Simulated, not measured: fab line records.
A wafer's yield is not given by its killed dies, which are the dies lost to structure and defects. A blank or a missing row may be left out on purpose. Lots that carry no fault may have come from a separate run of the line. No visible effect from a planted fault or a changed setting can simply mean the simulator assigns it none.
Which tool did it? :: flow gf180mcu :: 13 lots, 39 wafers sampled, at 5 steps of a route of 602

## WHAT THE GAUGES SHOWED, per wafer
GF_VT_IMPLANT_RS_MEAS_48: measures by four-point-probe. Usual: for LVPWELL_RS the level is 1197 ohm/sq and the standard deviation is 3.4.
lot: L569
measured: day 7 19:15
on: film-metro-02
LVPWELL_RS (ohm/sq): 1195 1196 1196
flag: 

lot: L572
measured: day 8 17:23
on: film-metro-01
LVPWELL_RS (ohm/sq): 1201 1200 1198
flag: 

lot: L575
measured: day 9 12:01
on: film-metro-02
LVPWELL_RS (ohm/sq): 1201 1199 1199
flag: 

lot: L576
measured: day 9 19:30
on: film-metro-02
LVPWELL_RS (ohm/sq): 1196 1194 1197
flag: 

lot: L577
measured: day 10 00:37
on: film-metro-03
LVPWELL_RS (ohm/sq): 1200 1202 1199
flag: 

lot: L578
measured: day 10 12:13
on: film-metro-02
LVPWELL_RS (ohm/sq): 1198 1192 1198
flag: 

lot: L579
measured: day 10 14:57
on: film-metro-01
LVPWELL_RS (ohm/sq): 1202 1199 1203
flag: 

lot: L580
measured: day 11 01:57
on: film-metro-03
LVPWELL_RS (ohm/sq): 1194 1194 1193
flag: 

lot: L584
measured: day 12 04:38
on: film-metro-02
LVPWELL_RS (ohm/sq): 1190 1195 1194
flag: 

lot: L585
measured: day 12 09:05
on: film-metro-02
LVPWELL_RS (ohm/sq): 1198 1204 1198
flag: 

lot: L587
measured: day 12 23:56
on: film-metro-03
LVPWELL_RS (ohm/sq): 1250 1249 1250
flag: OFF

lot: L589
measured: day 13 10:29
on: film-metro-03
LVPWELL_RS (ohm/sq): 1242 1242 1244
flag: OFF

lot: L591
measured: day 14 01:36
on: film-metro-02
LVPWELL_RS (ohm/sq): 1192 1194 1194
flag: 

GF_M2_CD_MEAS_14: the cd target is 280 nm. Usual: cd-nm reads 279.8 nm (standard deviation 1.1).
lot: L569
measured: day 19 09:18
on: cd-sem-01
cd-nm (nm): 278.5 278.8 278.1
flag: 

lot: L572
measured: day 20 22:33
on: cd-sem-01
cd-nm (nm): 279.0 279.0 279.2
flag: 

lot: L575
measured: day 22 00:59
on: cd-sem-01
cd-nm (nm): 281.3 281.6 280.8
flag: 

lot: L576
measured: day 22 06:11
on: cd-sem-01
cd-nm (nm): 279.5 278.8 279.2
flag: 

lot: L577
measured: day 22 09:28
on: cd-sem-01
cd-nm (nm): 278.9 279.3 278.6
flag: 

lot: L578
measured: day 23 03:02
on: cd-sem-01
cd-nm (nm): 278.2 277.7 278.5
flag: 

lot: L579
measured: day 23 08:09
on: cd-sem-02
cd-nm (nm): 281.1 280.4 281.3
flag: 

lot: L580
measured: day 23 22:43
on: cd-sem-02
cd-nm (nm): 280.9 280.8 280.4
flag: 

lot: L584
measured: day 25 07:01
on: cd-sem-01
cd-nm (nm): 280.9 280.0 280.7
flag: 

lot: L585
measured: day 25 08:37
on: cd-sem-01
cd-nm (nm): 280.4 280.9 281.4
flag: 

lot: L587
measured: day 26 03:34
on: cd-sem-01
cd-nm (nm): 279.2 278.2 280.0
flag: 

lot: L589
measured: day 26 10:19
on: cd-sem-02
cd-nm (nm): 278.7 280.7 280.7
flag: 

lot: L591
measured: day 27 03:40
on: cd-sem-02
cd-nm (nm): 280.5 279.2 279.8
flag: 

## TOOL THAT RAN EACH LOT (tool first, then ch and the chambers of the sampled wafers, then the start)
lot: L569
GF_LVPWELL_IMPLANT_09: implanter-04 ch 0, day 4 01:38
GF_M1_SPUTTER_04: pvd-sputter-01, day 16 08:37
GF_V1_CVD_23: cvd-w-01 ch 0,1, day 18 09:04

lot: L572
GF_LVPWELL_IMPLANT_09: implanter-02 ch 0, day 4 19:05
GF_M1_SPUTTER_04: pvd-sputter-01, day 17 15:29
GF_V1_CVD_23: cvd-w-01 ch 0,1, day 19 16:04

lot: L575
GF_LVPWELL_IMPLANT_09: implanter-01 ch 0, day 5 11:20
GF_M1_SPUTTER_04: pvd-sputter-02, day 18 19:08
GF_V1_CVD_23: cvd-w-02 ch 0,1, day 21 00:16

lot: L576
GF_LVPWELL_IMPLANT_09: implanter-04 ch 0, day 5 17:24
GF_M1_SPUTTER_04: pvd-sputter-01, day 19 04:19
GF_V1_CVD_23: cvd-w-02 ch 0,1, day 21 05:40

lot: L577
GF_LVPWELL_IMPLANT_09: implanter-04 ch 0, day 5 22:17
GF_M1_SPUTTER_04: pvd-sputter-02, day 19 09:32
GF_V1_CVD_23: cvd-w-02 ch 0,1, day 21 09:37

lot: L578
GF_LVPWELL_IMPLANT_09: implanter-02 ch 0, day 6 06:52
GF_M1_SPUTTER_04: pvd-sputter-03, day 19 23:18
GF_V1_CVD_23: cvd-w-02 ch 0,1, day 22 02:35

lot: L579
GF_LVPWELL_IMPLANT_09: implanter-02 ch 0, day 6 10:33
GF_M1_SPUTTER_04: pvd-sputter-03, day 20 06:20
GF_V1_CVD_23: cvd-w-02 ch 0,1, day 22 07:56

lot: L580
GF_LVPWELL_IMPLANT_09: implanter-01 ch 0, day 6 17:24
GF_M1_SPUTTER_04: pvd-sputter-01, day 20 23:41
GF_V1_CVD_23: cvd-w-02 ch 0,1, day 23 00:03

lot: L584
GF_LVPWELL_IMPLANT_09: implanter-01 ch 0, day 7 16:18
GF_M1_SPUTTER_04: pvd-sputter-03, day 22 07:53
GF_V1_CVD_23: cvd-w-02 ch 0,1, day 24 08:04

lot: L585
GF_LVPWELL_IMPLANT_09: implanter-01 ch 0, day 7 22:20
GF_M1_SPUTTER_04: pvd-sputter-02, day 22 09:50
GF_V1_CVD_23: cvd-w-02 ch 0,1, day 24 10:01

lot: L587
GF_LVPWELL_IMPLANT_09: implanter-04 ch 0, day 8 09:36
GF_M1_SPUTTER_04: pvd-sputter-01, day 23 06:29
GF_V1_CVD_23: cvd-w-01 ch 0,1, day 25 05:28

lot: L589
GF_LVPWELL_IMPLANT_09: implanter-04 ch 0, day 8 19:12
GF_M1_SPUTTER_04: pvd-sputter-03, day 23 14:03
GF_V1_CVD_23: cvd-w-01 ch 1, day 25 12:19

lot: L591
GF_LVPWELL_IMPLANT_09: implanter-01 ch 0, day 9 07:56
GF_M1_SPUTTER_04: pvd-sputter-01, day 24 09:32
GF_V1_CVD_23: cvd-w-01 ch 0,1, day 26 06:25
- GF_LVPWELL_IMPLANT_09
- GF_M1_SPUTTER_04: material TiN, target thk 50 nm, time 43.25 s.
- GF_V1_CVD_23: deposits W, target thk 350 nm, time 105.05 s.

## AS READ BY THE TOOLS THEMSELVES (means over the sampled wafers that have a number; for cases with no such wafer, the mark the record gives instead)
GF_LVPWELL_IMPLANT_09. Usual: beam-on-s 10.03 s, standard deviation 0.2; dose-ions-cm2 5e+12, standard deviation 4.5e+09; faraday-current-uA 28.1, standard deviation 0.58.
lot: L569
tool: implanter-04
beam-on-s (s): 10.05
dose-ions-cm2: 5e+12
faraday-current-uA: 28.0
flag: 

lot: L572
tool: implanter-02
beam-on-s (s): 10.10
dose-ions-cm2: 5e+12
faraday-current-uA: 27.9
flag: 

lot: L575
tool: implanter-01
beam-on-s (s): 9.98
dose-ions-cm2: 5e+12
faraday-current-uA: 28.2
flag: 

lot: L576
tool: implanter-04
beam-on-s (s): 10.18
dose-ions-cm2: 5e+12
faraday-current-uA: 27.7
flag: 

lot: L577
tool: implanter-04
beam-on-s (s): 10.03
dose-ions-cm2: 5e+12
faraday-current-uA: 28.1
flag: 

lot: L578
tool: implanter-02
beam-on-s (s): 10.01
dose-ions-cm2: 5e+12
faraday-current-uA: 28.1
flag: 

lot: L579
tool: implanter-02
beam-on-s (s): 10.03
dose-ions-cm2: 5e+12
faraday-current-uA: 28.2
flag: 

lot: L580
tool: implanter-01
beam-on-s (s): 9.98
dose-ions-cm2: 5e+12
faraday-current-uA: 28.3
flag: 

lot: L584
tool: implanter-01
beam-on-s (s): 9.94
dose-ions-cm2: 5e+12
faraday-current-uA: 28.4
flag: 

lot: L585
tool: implanter-01
beam-on-s (s): 9.97
dose-ions-cm2: 5e+12
faraday-current-uA: 28.3
flag: 

lot: L587
tool: implanter-04
beam-on-s (s): 9.83
dose-ions-cm2: 4e+12
faraday-current-uA: 22.9
flag: OFF

lot: L589
tool: implanter-04
beam-on-s (s): 9.99
dose-ions-cm2: 4e+12
faraday-current-uA: 22.5
flag: OFF

lot: L591
tool: implanter-01
beam-on-s (s): 10.00
dose-ions-cm2: 5e+12
faraday-current-uA: 28.2
flag: 

GF_M1_SPUTTER_04. Usual: throttle-valve-pct reads 30.3 % (standard deviation 0.72).
lot: L569
tool: pvd-sputter-01
throttle-valve-pct (%): 30.5
flag: 

lot: L572
tool: pvd-sputter-01
throttle-valve-pct (%): 30.6
flag: 

lot: L575
tool: pvd-sputter-02
throttle-valve-pct (%): 30.7
flag: 

lot: L576
tool: pvd-sputter-01
throttle-valve-pct (%): 30.2
flag: 

lot: L577
tool: pvd-sputter-02
throttle-valve-pct (%): 30.2
flag: 

lot: L578
tool: pvd-sputter-03
throttle-valve-pct (%): 30.5
flag: 

lot: L579
tool: pvd-sputter-03
throttle-valve-pct (%): 30.3
flag: 

lot: L580
tool: pvd-sputter-01
throttle-valve-pct (%): 30.4
flag: 

lot: L584
tool: pvd-sputter-03
throttle-valve-pct (%): 29.8
flag: 

lot: L585
tool: pvd-sputter-02
throttle-valve-pct (%): 30.3
flag: 

lot: L587
tool: pvd-sputter-01
throttle-valve-pct (%): 30.4
flag: 

lot: L589
tool: pvd-sputter-03
throttle-valve-pct (%): 30.6
flag: 

lot: L591
tool: pvd-sputter-01
throttle-valve-pct (%): 30.3
flag: 

GF_V1_CVD_23. Usual: heater-power-w reads 899 W (standard deviation 72).
lot: L569
tool: cvd-w-01
heater-power-w (W): 908
flag: 

lot: L572
tool: cvd-w-01
heater-power-w (W): 900
flag: 

lot: L575
tool: cvd-w-02
heater-power-w (W): 913
flag: 

lot: L576
tool: cvd-w-02
heater-power-w (W): 917
flag: 

lot: L577
tool: cvd-w-02
heater-power-w (W): 908
flag: 

lot: L578
tool: cvd-w-02
heater-power-w (W): 917
flag: 

lot: L579
tool: cvd-w-02
heater-power-w (W): 909
flag: 

lot: L580
tool: cvd-w-02
heater-power-w (W): 952
flag: 

lot: L584
tool: cvd-w-02
heater-power-w (W): 947
flag: 

lot: L585
tool: cvd-w-02
heater-power-w (W): 944
flag: 

lot: L587
tool: cvd-w-01
heater-power-w (W): 853
flag: 

lot: L589
tool: cvd-w-01
heater-power-w (W): 790
flag: 

lot: L591
tool: cvd-w-01
heater-power-w (W): 828
flag: 

## THE ANSWER, worked out from the rows above alone
Rule: take the mean of a lot's wafers that have a number; if it is more than 3 standard deviations from the usual mean, the lot is off. A lot without any number at a reading at which 4 lots or more have one is off too. All remaining lots with rows at the step are treated as sound. Order of review: gauges by route order, followed by the tools' own readings, for which a lot's mean as printed above is used. The first step at which some lot is off is used, and at that step the reading that is off furthest; a lot without a number counts as furthest.
Off: L587, L589, seen at GF_VT_IMPLANT_RS_MEAS_48 (LVPWELL_RS).
If a tool, at a process step before that reading, ran all the lots that are off and no sound lot after the first of them, it fits. Not tried: the gauges at GF_VT_IMPLANT_RS_MEAS_48; whatever is off there is also off at GF_LVPWELL_IMPLANT_09, on other tools, and gauge error can't account for it. One fits: implanter-04 at GF_LVPWELL_IMPLANT_09. Its last sound lot is L577 (day 5 22:17), its first lot that is off L587 (day 8 09:36): a fault that began between those two fits.
The tool's own readings at GF_LVPWELL_IMPLANT_09 bear it out: on the lots that are off they differ by more than 5 times the standard deviation of the sound lots' means. dose-ions-cm2 reads 4e+12 there against 5e+12 on the sound lots; faraday-current-uA reads 22.7 there against 28.1 on the sound lots.

## WHAT THE SIMULATOR HAD PUT IN
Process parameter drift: implanter-04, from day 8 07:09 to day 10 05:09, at GF_LVPWELL_IMPLANT_09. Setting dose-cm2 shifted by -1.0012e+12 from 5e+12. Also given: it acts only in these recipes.
Shown lots that were struck: L587, L589. The rule above found the same.
